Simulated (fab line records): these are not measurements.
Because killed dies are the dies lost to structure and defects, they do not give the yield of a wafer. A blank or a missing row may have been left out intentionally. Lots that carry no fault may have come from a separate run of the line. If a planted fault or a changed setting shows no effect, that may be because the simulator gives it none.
What tool caused it? | flow sfq line | Sampling: 13 lots, 39 wafers, 7 of 325 route steps

WHAT THE GAUGES SHOWED, per wafer
SFQ_INCOMING_BOW_MEAS_900. Usual: for INCOMING_BOW the level is 0 um and the standard deviation is 7.1.
lot  | measured    | on            | INCOMING_BOW (um) | flag
L733 | day 1 10:01 | film metro-02 | 0 -7 -5           |
L734 | day 1 15:02 | film metro-02 | -9 -8 -4          |
L736 | day 2 01:00 | film metro-02 | 2 -5 -1           |
L737 | day 2 06:02 | film metro-01 | 6 -6 2            |
L741 | day 3 02:00 | film metro-01 | -7 -13 1          |
L744 | day 3 17:01 | film metro-03 | -5 1 15           |
L748 | day 4 13:00 | film metro-03 | -11 4 10          |
L750 | day 4 23:01 | film metro-03 | 4 -3 -16          |
L751 | day 5 04:00 | film metro-03 | -9 7 1            |
L753 | day 5 14:01 | film metro-03 | -3 -5 2           |
L754 | day 5 19:01 | film metro-03 | -1 7 0            |
L755 | day 6 00:02 | film metro-02 | -2 -4 -5          |
L756 | day 6 05:00 | film metro-03 | 1 9 -4            |

SFQ_M1_OVL_MEAS_911. Usual: for M1_OVL the level is 2 nm and the standard deviation is 5.
lot  | measured     | on         | M1_OVL (nm) | flag
L733 | day 18 13:20 | overlay-02 | 3 5 8       |
L734 | day 18 16:56 | overlay-01 | 2 -3 7      |
L736 | day 18 19:19 | overlay-01 | 3 -3 -4     |
L737 | day 18 21:44 | overlay-01 | -7 -5 -6    |
L741 | day 19 06:07 | overlay-02 | -2 -6 -7    |
L744 | day 19 16:18 | overlay-01 | -4 2 0      |
L748 | day 20 09:05 | overlay-02 | 5 6 2       |
L750 | day 20 11:30 | overlay-01 | 1 5 7       |
L751 | day 20 12:41 | overlay-01 | 9 6 9       |
L753 | day 22 07:33 | overlay-02 | 5 -1 0      |
L754 | day 34 12:29 | overlay-02 | -6 -3 -6    |
L755 | day 34 16:06 | overlay-02 | -2 9 0      |
L756 | day 35 00:29 | overlay-01 | 0 4 -4      |

SFQ_I1_BOW_MEAS_912. Usual: for I1_BOW the level is 2 um and the standard deviation is 9.1.
lot  | measured     | on            | I1_BOW (um)    | flag
L733 | day 18 17:25 | film metro-04 | 0 -7 -5        |
L734 | day 18 21:02 | film metro-01 | -12 -11 -8     |
L736 | day 18 23:59 | film metro-02 | 3 -4 0         |
L737 | day 19 01:50 | film metro-04 | 2 -8 -2        |
L741 | day 19 10:14 | film metro-04 | 7 1 13         |
L744 | day 19 20:23 | film metro-02 | -7 -1 13 - - - |
L748 | day 20 13:13 | film metro-02 | -6 7 16        |
L750 | day 20 16:14 | film metro-01 | 2 -3 -18       |
L751 | day 20 19:13 | film metro-01 | -8 7 2         |
L753 | day 22 13:14 | film metro-02 | -5 -6 0        |
L754 | day 35 13:13 | film metro-02 | -5 5 -4        |
L755 | day 35 18:44 | film metro-04 | -8 -9 -11      |
L756 | day 36 06:42 | film metro-01 | 5 13 -1        |

SFQ_M2_OVL_MEAS_916. Usual: for M2_OVL the level is 4 nm and the standard deviation is 5.3.
lot  | measured     | on         | M2_OVL (nm) | flag
L733 | day 32 03:43 | overlay-01 | 1 3 -3      |
L734 | day 32 06:07 | overlay-01 | 5 3 5       |
L736 | day 32 10:54 | overlay-01 | 9 14 12     |
L737 | day 32 12:07 | overlay-02 | 5 0 -3      |
L741 | day 32 20:30 | overlay-02 | 4 1 -7      |
L744 | day 33 06:29 | overlay-01 | -1 1 4      |
L748 | day 33 12:29 | overlay-01 | 0 5 0       |
L750 | day 33 14:53 | overlay-02 | 10 4 1      |
L751 | day 33 16:42 | overlay-01 | -2 5 -5     |
L753 | day 33 19:07 | overlay-01 | 2 4 0       |
L754 | day 40 03:35 | overlay-02 | 0 -2 2      |
L755 | day 40 16:20 | overlay-01 | -2 7 2      |
L756 | day 41 16:20 | overlay-02 | 10 6 6      |

WHAT TOOL EACH LOT RAN ON (gives the tool, then ch and the chambers of the sampled wafers, and finally the start)
lot  | SFQ_TRILAYER_I1_CMP_CMP_046   | SFQ_TRILAYER_I1_METRO_MEASURE_047 | SFQ_TRILAYER_I1_VIA_ETCH_VIA_ETCH_052
L733 | cmp-01 ch 1,2,3, day 18 14:23 | film metro-04, day 18 17:43       | rie diel-04 ch 0,1,2, day 24 21:16
L734 | cmp-02 ch 0,1, day 18 17:59   | film metro-01, day 18 21:31       | rie diel-01 ch 1,2,3, day 24 23:40
L736 | cmp-02 ch 0,1,3, day 18 21:59 | film metro-02, day 19 00:07       | rie diel-04 ch 2,3, day 25 03:16
L737 | cmp-01 ch 0,1,2, day 18 22:47 | film metro-04, day 19 02:19       | rie diel-01 ch 0,1, day 25 04:28
L741 | cmp-01 ch 0,1,2, day 19 07:44 | film metro-04, day 19 10:21       | rie diel-03 ch 2,3, day 25 12:52
L744 | cmp-01 ch 0,1, day 19 17:52   | film metro-02, day 20 00:32       | rie diel-03 ch 0,1,3, day 25 21:16
L748 | cmp-02 ch 0,1,3, day 20 11:13 | film metro-02, day 20 13:20       | rie diel-01 ch 2,3, day 26 16:35
L750 | cmp-02 ch 0,2,3, day 20 13:43 | film metro-01, day 20 16:32       | rie diel-01 ch 0,1,3, day 26 21:23
L751 | cmp-02 ch 0,1,2, day 20 17:43 | film metro-01, day 20 19:20       | rie diel-04 ch 0,2,3, day 26 23:20
L753 | cmp-02 ch 0,1, day 22 10:13   | film metro-02, day 22 13:32       | rie diel-04 ch 0,2,3, day 27 01:44
L754 | cmp-02 ch 1,2,3, day 35 10:12 | film metro-02, day 35 13:31       | rie diel-03 ch 1,2,3, day 39 23:12
L755 | cmp-01 ch 0,1,2, day 35 16:42 | film metro-04, day 35 19:13       | rie diel-01 ch 0,3, day 40 03:48
L756 | cmp-01 ch 0,2, day 36 04:12   | film metro-01, day 36 06:49       | rie diel-04 ch 0,3, day 40 14:36
- SFQ_TRILAYER_I1_CMP_CMP_046: polishes SiO2.
- SFQ_TRILAYER_I1_METRO_MEASURE_047
- SFQ_TRILAYER_I1_VIA_ETCH_VIA_ETCH_052: etches SiO2 in CHF3, stops on Nb, target depth 260 nm.

WHAT THE TOOLS THEMSELVES READ (means of the sampled wafers that have a number; where no wafer has one, the mark that the record gives instead)
SFQ_TRILAYER_I1_CMP_CMP_046. Usual: edge zone pressure frac 0.999, standard deviation 0.005; motor current A 9.9 A, standard deviation 1; time to endpoint s 213 s, standard deviation 8.9.
lot  | tool   | edge zone pressure frac | motor current A (A) | time to endpoint s (s) | flag
L733 | cmp-01 | 0.998                   | 9.8                 | 218                    |
L734 | cmp-02 | 1.002                   | 9.3                 | 216                    |
L736 | cmp-02 | 1.000                   | 9.9                 | 222                    |
L737 | cmp-01 | 0.997                   | 10.2                | 213                    |
L741 | cmp-01 | 1.000                   | 10.3                | 212                    |
L744 | cmp-01 | 1.000                   | 10.7                | 235                    |
L748 | cmp-02 | 0.996                   | 10.3                | 211                    |
L750 | cmp-02 | 0.996                   | 10.1                | 213                    |
L751 | cmp-02 | 0.994                   | 9.1                 | 213                    |
L753 | cmp-02 | 1.001                   | 9.0                 | 214                    |
L754 | cmp-02 | 1.002                   | 9.8                 | 220                    |
L755 | cmp-01 | 0.997                   | 10.1                | 208                    |
L756 | cmp-01 | 0.998                   | 10.5                | 192                    |

SFQ_TRILAYER_I1_METRO_MEASURE_047. Usual: 199.7 nm for thk nm, sd 1.1.
lot  | tool          | thk nm (nm) | flag
L733 | film metro-04 | 199.3       |
L734 | film metro-01 | 199.6       |
L736 | film metro-02 | 199.3       |
L737 | film metro-04 | 198.7       |
L741 | film metro-04 | 198.8       |
L744 | film metro-02 | 234.7       | OFF
L748 | film metro-02 | 199.5       |
L750 | film metro-01 | 199.4       |
L751 | film metro-01 | 199.0       |
L753 | film metro-02 | 199.6       |
L754 | film metro-02 | 201.7       |
L755 | film metro-04 | 198.7       |
L756 | film metro-01 | 198.8       |

SFQ_TRILAYER_I1_VIA_ETCH_VIA_ETCH_052. Usual: drypump motor current A 5.6 A, standard deviation 0.52; oes product au 0.854 a.u., standard deviation 0.0058.
lot  | tool        | drypump motor current A (A) | oes product au (a.u.) | flag
L733 | rie diel-04 | 5.6                         | 0.855                 |
L734 | rie diel-01 | 5.7                         | 0.856                 |
L736 | rie diel-04 | 4.8                         | 0.857                 |
L737 | rie diel-01 | 5.3                         | 0.847                 |
L741 | rie diel-03 | 5.8                         | 0.853                 |
L744 | rie diel-03 | 5.7                         | 0.908                 | OFF
L748 | rie diel-01 | 5.9                         | 0.851                 |
L750 | rie diel-01 | 5.5                         | 0.850                 |
L751 | rie diel-04 | 5.3                         | 0.854                 |
L753 | rie diel-04 | 5.4                         | 0.856                 |
L754 | rie diel-03 | 5.7                         | 0.859                 |
L755 | rie diel-01 | 5.6                         | 0.849                 |
L756 | rie diel-04 | 6.1                         | 0.848                 |

THE ANSWER, worked out from the rows above alone
Rule: a lot counts as off when the mean over its wafers that have a number is more than 3 standard deviations away from the usual mean. A lot without any number at a reading at which 4 lots or more have one is off too. Any other lot the step has rows for is counted as sound. First the gauges in route order, then the tools' own readings, where a lot's mean is used as printed above. At the first step where some lot is off, the reading lying furthest off is the one used; lots without a number count as furthest.
Off, at SFQ_TRILAYER_I1_METRO_MEASURE_047 on thk nm: L744.
If a tool, at that step or one of the process steps before it, ran each lot that is off and ran no sound lot following the first of them, it fits. None of those tried fits.

WHAT WAS PUT IN BY THE SIMULATOR
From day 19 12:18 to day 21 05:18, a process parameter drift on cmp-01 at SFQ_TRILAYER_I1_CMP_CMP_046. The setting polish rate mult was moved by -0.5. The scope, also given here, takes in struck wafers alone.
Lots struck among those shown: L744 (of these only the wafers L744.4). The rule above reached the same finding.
